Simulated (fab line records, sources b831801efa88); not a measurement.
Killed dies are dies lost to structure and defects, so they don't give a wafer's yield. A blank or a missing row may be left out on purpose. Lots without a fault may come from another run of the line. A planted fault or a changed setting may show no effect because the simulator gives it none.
One fault seen from 2 desks | flow gf180mcu | each desk has only its own numbers; what lay behind them comes last

THE METROLOGY DESK
What the gauges read, lot by lot, whatever tool the lot ran on: means of the sampled wafers that have a number. A lot is out of limits, marked OUT, if its mean lies more than 4 standard deviations from the usual mean; the brackets give that distance.
Columns: A = V5_CVD_02_THK at GF_V5_THK_MEAS_03, usual 1452 nm
lot  | first seen here | A
L611 | day 26 14:26    | 1444
L613 | day 27 06:43    | 1432
L614 | day 27 10:27    | 1452
L616 | day 28 03:26    | 1476
L619 | day 29 01:03    | 1430
L621 | day 29 19:18    | 1371
L622 | day 30 01:40    | 1370
L627 | day 31 08:04    | 1477
L630 | day 32 02:34    | 1464
L631 | day 32 12:17    | 1428
L634 | day 32 22:26    | 1462
This desk's finding: nothing out of limits on any of the 11 lots.

THE TOOL OWNER'S DESK: pecvd-04
The tool's own readings at GF_V5_CVD_02 (deposits SiO2 from TEOS, target thk 1450 nm, time 163.28 s): means of the sampled wafers that have a number, for each lot that ran on this tool. A lot is out of limits, marked OUT, if its mean lies more than 4 standard deviations from the usual mean; the brackets give that distance.
Columns: A = heater_power_w at GF_V5_CVD_02, usual 634 W; B = rf_fwd_power_W at GF_V5_CVD_02, usual 598.2 W
lot  | first seen here | A   | B
L613 | day 27 06:35    | 608 | 597.7
L619 | day 29 00:53    | 718 | 601.0
L621 | day 29 19:11    | 686 | 500.6 (-51) OUT
L622 | day 30 01:32    | 666 | 501.8 (-51) OUT
This desk's finding: out of limits on L621, L622; first on L621, day 29 19:11 (rf_fwd_power_W at GF_V5_CVD_02). In limits: L613, L619.

PUT TOGETHER
The tool owner's desk could have raised an alarm at day 29 19:11, on L621, L622.
The metrology desk saw nothing out of limits.
The metrology desk has L621, L622 on record, within its limits.
Of the lots named, all ran GF_V5_CVD_02 on pecvd-04.

WHAT THE SIMULATOR HAD PUT IN
Process parameter drift: pecvd-04, from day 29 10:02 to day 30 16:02, at GF_V5_CVD_02. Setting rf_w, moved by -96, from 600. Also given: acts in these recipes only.
Lots struck among those shown: L621, L622.
Hours from the fault's start to each desk's first reading out of limits: the tool owner's desk, 9.
